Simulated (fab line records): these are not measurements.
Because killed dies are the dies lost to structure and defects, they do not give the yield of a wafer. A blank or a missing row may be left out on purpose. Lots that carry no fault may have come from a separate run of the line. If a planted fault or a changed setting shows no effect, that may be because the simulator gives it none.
fab line records    flow sky130
record: lots: 6  wafers: 18  last_day: 49
route steps=708 shown SONOS_ONO@186 GATE_OXIDE@187 PAD_OPEN@708
lots that met no fault: from a run of the same line without faults
start_h: start of the lot's first displayed wafer, in hours after the record's first day    wait_h: time in hours since the lot's previous step    " unchanged from the row above    L1.1+2: a single row standing in for several wafers    - no value, or no start given    * or withheld: withheld    < > ~ a bound
route shown NAME@n: NAME is a module with steps in the file, n the number in the route of the first one    usual: the fault-free wafers' mean and standard deviation    same: alike in all rows    chamber/n: place in a boat    sites: the reading at each site    _std_site: how widely they spread, as a standard deviation    _edge_site: inner sites' mean taken away from outer sites' mean    radius_mm: for every site, how far away it sits from the centre of the wafer    mask NAME#n: copy n    behind: the most recent tool/chamber to have shaped the wafer    hold: the reason the lot was held/the length of the hold in hours/how it ended    device: transistor that didn't switch, given as n, p or np    end of line: tests run on the same wafers once the route is complete    a step with no rows: only its recipe    killed: at the first sort, the dies lost to defects and structure; wafer yield is something else    map: per-die view of a wafer (x killed, . not killed, _ where there is no die)
set.NAME: the setting the step ran with; set.NAME@STEP: the setting that earlier step ran with    model.NAME: the simulator's own value behind a step, which no gauge read
certain route steps with their lots: each step a table, each wafer a row
services: from which hour (start_h, from the record's first day; less than 0 if before it) a tool's chamber was out of use, for how many hours, and why
== steps ==
step: SKY_SONOS_ONO_WET_ETCH_18
recipe: chemistry: H3PO4  target_depth_nm: 15  target: Si3N4  temp_c: 160  time_s: 172
step: SKY_GATE_OXIDE_CLEAN_00
recipe: chemistry: SC1/SC2  mix: 1:4:20  temp_c: 70  time_s: 150  dry: n2_spin
step: SKY_GATE_OXIDE_OXIDATION_01
recipe: temp_c: 900  ambient: O2  stabilise_s: 600  purge_s: 300  target_thk_a: 102.68  ox_time_s: 1473
step: SKY_GATE_OXIDE_THK_MEAS_02
recipe: reads: SiO2_of_GATE_OXIDE_OXIDATION_01
usual: GATE_OXIDE_OXIDATION_00_THK: 10.30/0.24
lot.wafer  tool           chamber  start_h  wait_h  GATE_OXIDE_OXIDATION_00_THK[nm]
L136.2     film_metro-03  -        320.06   0.0     10.61
L136.4     "              -        "        "       10.75
L136.6     "              -        "        "       10.56
L140.2     film_metro-03  -        356.59   0.0     10.38
L140.3     "              -        "        "       10.38
L140.4     "              -        "        "       10.38
L146.1     film_metro-02  -        411.55   0.0     10.37
L146.4     "              -        "        "       10.18
L146.5     "              -        "        "       10.51
L147.1     film_metro-02  -        418.04   0.0     10.75
L147.4     "              -        "        "       10.55
L147.6     "              -        "        "       10.72
L148.1     film_metro-04  -        421.11   0.0     10.67
L148.4     "              -        "        "       10.74
L148.6     "              -        "        "       10.57
L150.2     film_metro-04  -        449.74   0.0     10.36
L150.4     "              -        "        "       10.37
L150.5     "              -        "        "       10.43
step: SKY_GATE_OXIDE_DEHYDRATE_03
recipe: temp_c: 200  time_s: 60
step: SKY_GATE_OXIDE_HMDS_04
recipe: prime_time_s: 60  prime_temp_c: 120
step: SKY_GATE_OXIDE_COAT_05
recipe: resist: NOVOLAK  spin_rpm: 3000  resist_thk_nm: 1140
step: SKY_GATE_OXIDE_SOFTBAKE_06
recipe: temp_c: 90  time_s: 60  resist: NOVOLAK
step: SKY_GATE_OXIDE_EXPOSE_07
recipe: mask_id: LVOM  na: 0.6  source_shape: conventional  sigma_outer: 0.6  polarization: unpolarized  target_cd_nm: 600  dose_mj: 170
step: SKY_GATE_OXIDE_PEB_08
recipe: temp_c: withheld  time_s: *  resist: NOVOLAK
step: SKY_GATE_OXIDE_DEVELOP_09
recipe: resist: NOVOLAK  developer: TMAH  develop_time_s: 60  dev_temp_c: 23
step: SKY_GATE_OXIDE_OVL_MEAS_10
usual: GATE_OXIDE_OVL: -0.6/1.4
lot.wafer  tool        chamber  start_h  wait_h  GATE_OXIDE_OVL[nm]
L136.2     overlay-01  -        346.79   0.1     1.0
L136.4     "           -        "        "       0.9
L136.6     "           -        "        "       0.0
L140.2     overlay-01  -        383.91   0.1     2.1
L140.3     "           -        "        "       -0.2
L140.4     "           -        "        "       1.6
L146.1     overlay-02  -        441.64   0.1     -2.2
L146.4     "           -        "        "       -1.0
L146.5     "           -        "        "       -1.7
L147.1     overlay-02  -        448.84   0.1     -1.1
L147.4     "           -        "        "       2.4
L147.6     "           -        "        "       0.5
L148.1     overlay-02  -        452.14   0.1     2.3
L148.4     "           -        "        "       0.2
L148.6     "           -        "        "       -0.2
L150.2     overlay-02  -        480.50   0.1     -0.5
L150.4     "           -        "        "       -0.1
L150.5     "           -        "        "       -1.9
step: SKY_GATE_OXIDE_IMPLANT_11
recipe: species: B  energy_kev: 10  dose_cm2: 2.6e+12  tilt_deg: withheld
lot.wafer   tool          chamber  start_h  wait_h
L136.2+4+6  implanter-02  0        346.85   0.0
L136.2+4+6  implanter-02  0        347.16   0.3
L140.2+3+4  implanter-01  0        383.96   0.0
L140.2+3+4  implanter-01  0        384.28   0.3
L146.1+4+5  implanter-02  0        441.67   0.0
L147.1+4+6  implanter-02  0        448.88   0.0
L148.1+4+6  implanter-01  0        452.17   0.0
L150.2+4+5  implanter-02  0        480.55   0.0
step: SKY_GATE_OXIDE_WET_ETCH_12
recipe: chemistry: dHF  target_depth_nm: 16.8  dry: n2_spin  target: SiO2  dilution: 100:1  temp_c: 25  time_s: 336
step: SKY_GATE_OXIDE_STRIP_13
recipe: chemistry: O2/N2  power_w: 1400  pressure_mtorr: 1500  platen_temp_c: withheld  o2_flow_sccm: 3000  n2_flow_sccm: 300  overash_fraction: 0.5
usual: drypump_motor_current_A: 5.9/0.3  oes_product_au: 0.715/0.0045  strip_time_to_endpoint_s: 14.19/0.032
lot.wafer  tool             chamber  start_h  wait_h  drypump_motor_current_A  oes_product_au  rf_hours_counter_h  strip_time_to_endpoint_s
L136.2     plasma_asher-03  0        347.53   0.0     5.5                      0.711           65                  14.17
L136.4     "                1        "        "       6.3                      0.713           -                   14.19
L136.6     "                0        "        "       5.6                      0.716           -                   14.16
L140.2     plasma_asher-01  0        384.55   0.0     6.2                      0.719           56                  14.19
L140.3     "                1        "        "       5.6                      0.715           -                   14.22
L140.4     "                0        "        "       6.2                      0.717           -                   14.20
L146.1     plasma_asher-02  0        441.93   0.0     5.8                      0.707           33                  14.14
L146.4     "                1        "        "       6.0                      0.708           -                   14.18
L146.5     "                1        "        "       6.1                      0.722           -                   14.18
L147.1     plasma_asher-03  0        449.14   0.0     5.6                      0.717           75                  14.21
L147.4     "                1        "        "       6.4                      0.716           -                   14.19
L147.6     "                0        "        "       5.6                      0.706           -                   14.20
L148.1     plasma_asher-03  0        452.42   0.0     5.6                      0.716           76                  14.17
L148.4     "                0        "        "       5.6                      0.718           -                   14.11
L148.6     "                1        "        "       6.3                      0.711           -                   14.17
L150.2     plasma_asher-01  1        480.78   0.0     5.6                      0.723           65                  14.20
L150.4     "                1        "        "       5.6                      0.712           -                   14.18
L150.5     "                0        "        "       6.2                      0.715           -                   14.14
step: SKY_GATE_OXIDE_TW_MEAS_14
usual: GATE_OXIDE_TW: 225.1/1.8
lot.wafer  tool           chamber  start_h  wait_h  GATE_OXIDE_TW
L136.2     film_metro-04  -        347.74   0.2     277.9
L136.4     "              -        "        "       277.3
L136.6     "              -        "        "       276.6
L136.2     film_metro-04  -        347.97   0.2     276.5
L136.4     "              -        "        "       277.0
L136.6     "              -        "        "       277.8
L140.2     film_metro-02  -        384.71   0.1     274.0
L140.3     "              -        "        "       276.0
L140.4     "              -        "        "       276.0
L140.2     film_metro-02  -        384.94   0.2     275.2
L140.3     "              -        "        "       275.2
L140.4     "              -        "        "       274.9
L146.1     film_metro-04  -        442.03   0.1     226.3
L146.4     "              -        "        "       226.4
L146.5     "              -        "        "       227.2
L147.1     film_metro-03  -        449.24   0.1     224.4
L147.4     "              -        "        "       223.7
L147.6     "              -        "        "       222.9
L148.1     film_metro-03  -        452.52   0.1     222.1
L148.4     "              -        "        "       222.8
L148.6     "              -        "        "       223.0
L150.2     film_metro-03  -        480.89   0.1     223.6
L150.4     "              -        "        "       225.5
L150.5     "              -        "        "       223.7
step: SKY_GATE_OXIDE_CLEAN_15
recipe: chemistry: SC1/SC2  mix: 1:4:20  temp_c: 70  time_s: 150  dry: n2_spin
step: SKY_PAD_OPEN_PROBE_99
usual: killed_at_M0_to_M3: 45/7.9  killed_at_M4_up: 2.9/1.8  killed_at_contacts: 25/5.5  killed_at_front_end: 16/4.4  killed_at_other: 0.3/0.58  killed_dies: 89/9.4  killed_open: 49/6.8  killed_short: 40/6.3
same: gross_dies: 492  killed_at_back_side: 0
lot.wafer  tool       chamber  start_h  wait_h  killed_at_M0_to_M3  killed_at_M4_up  killed_at_contacts  killed_at_front_end  killed_at_other  killed_dies  killed_open  killed_short
L146.1     prober-01  -        1159.01  0.1     47                  3                30                  16                   1                97           52           44
L146.4     prober-01  -        1159.16  0.2     45                  3                20                  21                   0                89           42           46
L146.5     prober-01  -        1159.21  0.2     38                  3                24                  13                   0                78           37           41
L148.1     prober-01  -        1174.88  0.1     50                  2                36                  28                   0                116          62           53
L148.4     prober-01  -        1175.03  0.2     45                  1                35                  19                   0                100          60           40
L148.6     prober-01  -        1175.13  0.2     41                  2                33                  19                   0                95           52           43
L150.2     prober-01  -        1184.46  0.1     53                  3                27                  15                   0                98           63           35
L150.4     prober-01  -        1184.56  0.2     54                  0                31                  13                   1                99           48           49
L150.5     prober-01  -        1184.61  0.2     47                  3                22                  13                   0                85           41           43
killed by level:class
L146.1 VIA1:geometric_particle:open=13 CONTACT:geometric_particle:open=12 LI_CONTACT:geometric_particle:open=9 VIA3:geometric_particle:open=7 METAL2:geometric_particle:short=6 VIA3:geometric_particle:short=6 CONTACT:geometric_particle:short=5 VIA1:geometric_particle:short=5
L146.4 VIA3:geometric_particle:open=9 VIA1:geometric_particle:open=8 CONTACT:geometric_particle:open=8 VIA1:geometric_particle:short=7 CONTACT:geometric_particle:short=6 FIELD_ISO:geometric_particle:short=5 POLY_GATE:geometric_particle:short=5 METAL1:geometric_particle:short=4
L146.5 CONTACT:geometric_particle:open=13 VIA1:geometric_particle:short=7 VIA1:geometric_particle:open=7 CONTACT:geometric_particle:short=6 METAL1:geometric_particle:short=5 POLY_GATE:geometric_particle:open=4 LOCAL_INTERCONNECT:geometric_particle:short=4 METAL2:geometric_particle:short=4
L148.1 VIA3:geometric_particle:open=10 LI_CONTACT:geometric_particle:open=10 VIA1:geometric_particle:open=10 CONTACT:geometric_particle:open=10 CONTACT:geometric_particle:short=7 POLY_GATE:geometric_particle:open=6 POLY_GATE:geometric_particle:short=6 VIA1:geometric_particle:short=6
L148.4 LI_CONTACT:geometric_particle:open=12 CONTACT:geometric_particle:open=12 VIA1:geometric_particle:open=10 POLY_GATE:geometric_particle:open=6 METAL2:geometric_particle:short=6 METAL1:geometric_particle:short=5 VIA2:geometric_particle:open=5 VIA3:geometric_particle:open=5
L148.6 CONTACT:geometric_particle:open=12 LI_CONTACT:geometric_particle:open=8 VIA2:geometric_particle:open=7 METAL1:geometric_particle:short=7 VIA1:geometric_particle:open=7 FIELD_ISO:geometric_particle:short=6 FIELD_ISO:geometric_particle:open=5 LOCAL_INTERCONNECT:geometric_particle:short=5
L150.2 CONTACT:geometric_particle:open=12 VIA1:geometric_particle:open=12 VIA2:geometric_particle:open=11 LI_CONTACT:geometric_particle:open=7 VIA3:geometric_particle:open=6 METAL2:geometric_particle:short=6 CONTACT:geometric_particle:short=5 FIELD_ISO:geometric_particle:open=4
L150.4 METAL1:geometric_particle:short=10 LI_CONTACT:geometric_particle:open=9 VIA1:geometric_particle:open=9 CONTACT:geometric_particle:open=8 CONTACT:geometric_particle:short=7 VIA2:geometric_particle:short=6 METAL2:geometric_particle:open=6 VIA2:geometric_particle:open=5
L150.5 VIA1:geometric_particle:open=10 CONTACT:geometric_particle:open=8 VIA2:geometric_particle:open=8 METAL2:geometric_particle:short=7 VIA3:geometric_particle:open=7 FIELD_ISO:geometric_particle:short=5 CONTACT:geometric_particle:short=5 VIA2:geometric_particle:short=4
== services ==
tool          chamber  start_h  hours  kind
implanter-02  -        332.93   4.2    pm
implanter-02  -        380.19   0.7    repair
implanter-02  -        380.60   4.1    repair
implanter-02  -        390.34   3.7    pm
implanter-01  -        444.01   6.0    pm
implanter-02  -        468.57   0.7    repair
implanter-02  -        471.49   1.8    repair
implanter-02  -        477.86   2.5    repair
== key ==
first_sign: step: SKY_GATE_OXIDE_IMPLANT_11  reading: visit  direction: added
effect: step: SKY_GATE_OXIDE_TW_MEAS_14  reading: visit  direction: added
effect: step: SKY_GATE_OXIDE_TW_MEAS_14  reading: GATE_OXIDE_TW  direction: up  sigmas: 29  usual: 225.1  struck: 276.3
met_at SKY_GATE_OXIDE_IMPLANT_11
struck_wafers L136.2,L136.4,L136.6,L140.2,L140.3,L140.4
tester_left_out L136,L140
fault: kind: repeated_step_whole  tool: implanter-01,implanter-02,implanter-03  chamber: -  onset_h: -  steps: SKY_GATE_OXIDE_IMPLANT_11  times: 1  scope: struck_lots_only
tester_left_out: of these lots the tester's yield and bins aren't shown, on N5 and GAA mostly nor the transistor test; their killed dies are dies lost to structure and defects alone, not to doping, threshold or leakage, so they don't give the yield
